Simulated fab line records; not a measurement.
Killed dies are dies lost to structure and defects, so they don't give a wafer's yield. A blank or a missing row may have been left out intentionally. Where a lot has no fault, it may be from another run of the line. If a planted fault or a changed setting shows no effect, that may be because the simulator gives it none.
Which tool is to blame? | flow sfq-line | 14 lots, 42 wafers sampled, at 4 steps of a route of 325

== WHAT EACH GAUGE READ, for each wafer ==
The record lacks any reading of a measuring or inspecting step that a usual standard deviation could be used to judge.

== WHAT TOOL EACH LOT RAN ON (gives the tool, then ch and the chambers of the sampled wafers, and finally the start) ==
lot  | SFQ_TRILAYER_L0_VIA_LITHO_COAT_013 | SFQ_TRILAYER_I0_METRO_MEASURE_029 | SFQ_TRILAYER_M3_STRIP_STRIP_079   | SFQ_TRILAYER_M5_STRIP_STRIP_127
L947 | litho-track-04 ch 0, day 3 11:10   | film-metro-02, day 10 05:31       | rie-metal-01 ch 0,1, day 27 13:32 | rie-metal-02 ch 0,1, day 46 02:47
L948 | litho-track-03 ch 0, day 3 16:52   | film-metro-04, day 10 20:45       | rie-metal-04 ch 0,1, day 27 18:32 | rie-metal-03 ch 0,1, day 47 00:34
L951 | litho-track-03 ch 0, day 4 14:04   | film-metro-01, day 12 06:19       | rie-metal-02 ch 0,1, day 35 23:40 | rie-metal-04 ch 0,1, day 59 15:02
L952 | litho-track-02 ch 0, day 4 21:22   | film-metro-01, day 12 20:02       | rie-metal-04 ch 0,1, day 36 10:55 | rie-metal-04 ch 0, day 59 23:38
L958 | litho-track-04 ch 0, day 6 17:48   | film-metro-01, day 15 09:54       | rie-metal-01 ch 1, day 39 22:51   | rie-metal-03 ch 0,1, day 64 01:08
L959 | litho-track-03 ch 0, day 7 02:21   | film-metro-02, day 16 04:55       | rie-metal-02 ch 1, day 41 11:19   | rie-metal-03 ch 1, day 64 11:56
L960 | litho-track-03 ch 0, day 7 07:13   | film-metro-01, day 16 09:23       | rie-metal-01 ch 1, day 47 01:32   | rie-metal-03 ch 0,1, day 65 06:04
L961 | litho-track-03 ch 0, day 7 14:24   | film-metro-02, day 16 13:34       | rie-metal-01 ch 0,1, day 47 03:56 | rie-metal-02 ch 0,1, day 65 09:40
L962 | litho-track-03 ch 0, day 7 19:12   | film-metro-01, day 16 16:34       | rie-metal-04 ch 0,1, day 47 05:08 | rie-metal-03 ch 0,1, day 65 16:52
L963 | litho-track-02 ch 0, day 8 01:18   | film-metro-02, day 16 17:31       | rie-metal-02 ch 0,1, day 47 16:08 | rie-metal-02 ch 0,1, day 65 18:16
L966 | litho-track-04 ch 0, day 9 01:28   | film-metro-02, day 16 22:34       | rie-metal-02 ch 0,1, day 48 00:20 | rie-metal-04 ch 0,1, day 66 15:40
L968 | litho-track-04 ch 0, day 9 16:43   | film-metro-04, day 17 04:22       | rie-metal-02 ch 0,1, day 48 02:44 | rie-metal-04 ch 0,1, day 67 02:28
L969 | litho-track-04 ch 0, day 10 01:13  | film-metro-04, day 17 07:46       | rie-metal-04 ch 0,1, day 48 04:08 | rie-metal-03 ch 0,1, day 67 09:52
L970 | litho-track-04 ch 0, day 10 10:02  | film-metro-01, day 17 08:31       | rie-metal-02 ch 0,1, day 48 06:32 | rie-metal-04 ch 0,1, day 67 13:28
- SFQ_TRILAYER_L0_VIA_LITHO_COAT_013: resist thk 650 nm.
- SFQ_TRILAYER_I0_METRO_MEASURE_029
- SFQ_TRILAYER_M3_STRIP_STRIP_079: strips in O2.
- SFQ_TRILAYER_M5_STRIP_STRIP_127: strips in O2.

== WHAT THE TOOLS THEMSELVES READ (means of the sampled wafers that have a number; where no wafer has one, the mark that the record gives instead) ==
SFQ_TRILAYER_L0_VIA_LITHO_COAT_013. Usual: spin-speed-rpm reads 3000.3 rpm (standard deviation 2.1).
lot  | tool           | spin-speed-rpm (rpm) | flag
L947 | litho-track-04 | 2999.7               |
L948 | litho-track-03 | 3000.2               |
L951 | litho-track-03 | 3000.5               |
L952 | litho-track-02 | 3000.7               |
L958 | litho-track-04 | 2998.5               |
L959 | litho-track-03 | 3001.4               |
L960 | litho-track-03 | 3000.6               |
L961 | litho-track-03 | 2703.1               | OFF
L962 | litho-track-03 | 2703.5               | OFF
L963 | litho-track-02 | 3000.8               |
L966 | litho-track-04 | 2998.4               |
L968 | litho-track-04 | 2999.4               |
L969 | litho-track-04 | 2998.1               |
L970 | litho-track-04 | 3000.5               |

SFQ_TRILAYER_I0_METRO_MEASURE_029. Usual: thk-nm reads 204.1 nm (standard deviation 1).
lot  | tool          | thk-nm (nm) | flag
L947 | film-metro-02 | 204.3       |
L948 | film-metro-04 | 203.7       |
L951 | film-metro-01 | 202.9       |
L952 | film-metro-01 | 203.4       |
L958 | film-metro-01 | 203.7       |
L959 | film-metro-02 | 203.7       |
L960 | film-metro-01 | 204.5       |
L961 | film-metro-02 | 204.3       |
L962 | film-metro-01 | 203.7       |
L963 | film-metro-02 | 205.0       |
L966 | film-metro-02 | 203.8       |
L968 | film-metro-04 | 204.7       |
L969 | film-metro-04 | 205.5       |
L970 | film-metro-01 | 205.9       |

SFQ_TRILAYER_M3_STRIP_STRIP_079. Usual: drypump-motor-current-A 5.6 A, standard deviation 0.51; he-backside-leak-sccm 3.47 sccm, standard deviation 0.28; oes-product-au 1.000 a.u., standard deviation 0.0066.
lot  | tool         | drypump-motor-current-A (A) | he-backside-leak-sccm (sccm) | oes-product-au (a.u.) | flag
L947 | rie-metal-01 | 5.9                         | 3.41                         | 1.002                 |
L948 | rie-metal-04 | 5.1                         | 3.35                         | 1.000                 |
L951 | rie-metal-02 | 5.8                         | 3.36                         | 0.997                 |
L952 | rie-metal-04 | 5.4                         | 3.31                         | 1.000                 |
L958 | rie-metal-01 | 6.2                         | 3.58                         | 0.996                 |
L959 | rie-metal-02 | 5.2                         | 4.07                         | 0.994                 |
L960 | rie-metal-01 | 6.2                         | 3.41                         | 1.005                 |
L961 | rie-metal-01 | 5.6                         | 3.41                         | 1.011                 |
L962 | rie-metal-04 | 5.1                         | 3.41                         | 1.003                 |
L963 | rie-metal-02 | 5.8                         | 3.34                         | 0.998                 |
L966 | rie-metal-02 | 5.5                         | 3.71                         | 0.999                 |
L968 | rie-metal-02 | 5.5                         | 3.65                         | 1.003                 |
L969 | rie-metal-04 | 5.5                         | 3.36                         | 0.997                 |
L970 | rie-metal-02 | 5.5                         | 3.53                         | 0.990                 |

SFQ_TRILAYER_M5_STRIP_STRIP_127. Usual: drypump-motor-current-A 5.8 A, standard deviation 0.62; he-backside-leak-sccm 3.49 sccm, standard deviation 0.26; oes-product-au 0.998 a.u., standard deviation 0.0071.
lot  | tool         | drypump-motor-current-A (A) | he-backside-leak-sccm (sccm) | oes-product-au (a.u.) | flag
L947 | rie-metal-02 | 5.8                         | 3.36                         | 0.991                 |
L948 | rie-metal-03 | 6.3                         | 3.58                         | 0.999                 |
L951 | rie-metal-04 | 5.1                         | 4.19                         | 1.003                 |
L952 | rie-metal-04 | 4.8                         | 3.33                         | 1.000                 |
L958 | rie-metal-03 | 6.3                         | 3.43                         | 0.995                 |
L959 | rie-metal-03 | 6.1                         | 3.47                         | 0.996                 |
L960 | rie-metal-03 | 6.4                         | 3.50                         | 0.996                 |
L961 | rie-metal-02 | 5.5                         | 3.81                         | 0.993                 |
L962 | rie-metal-03 | 6.3                         | 3.52                         | 0.994                 |
L963 | rie-metal-02 | 5.8                         | 3.42                         | 0.995                 |
L966 | rie-metal-04 | 5.5                         | 3.32                         | 0.996                 |
L968 | rie-metal-04 | 5.5                         | 3.29                         | 1.004                 |
L969 | rie-metal-03 | 6.3                         | 3.47                         | 0.998                 |
L970 | rie-metal-04 | 5.1                         | 3.34                         | 1.005                 |

== THE ANSWER, worked out from the rows above alone ==
Rule: a lot counts as off when the mean over its wafers that have a number is more than 3 standard deviations away from the usual mean. A lot without any number at a reading at which 4 lots or more have one is off too. All remaining lots with rows at the step are treated as sound. Order of review: gauges by route order, followed by the tools' own readings, for which a lot's mean as printed above is used. At the first step where some lot is off, the reading lying furthest off is the one used; lots without a number count as furthest.
Off at SFQ_TRILAYER_L0_VIA_LITHO_COAT_013 (spin-speed-rpm): L961, L962.
A tool fits if, at that step or a process step before it, it ran every lot that is off, and no sound lot after the first of them. One candidate fits, namely litho-track-03 at SFQ_TRILAYER_L0_VIA_LITHO_COAT_013. A fault onset in the window from L960 (day 7 07:13, its last sound lot) to L961 (day 7 14:24, its first lot off) fits.
The tool's own readings at SFQ_TRILAYER_L0_VIA_LITHO_COAT_013 bear it out: on the lots that are off they differ by more than 5 times the standard deviation of the sound lots' means. spin-speed-rpm reads 2703.3 rpm there against 2999.9 rpm on the sound lots.

== WHAT THE SIMULATOR PUT IN ==
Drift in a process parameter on litho-track-03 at SFQ_TRILAYER_L0_VIA_LITHO_COAT_013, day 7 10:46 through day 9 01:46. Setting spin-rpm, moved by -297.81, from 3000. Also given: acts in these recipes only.
Lots struck among those shown: L961, L962. Same finding as the rule above.
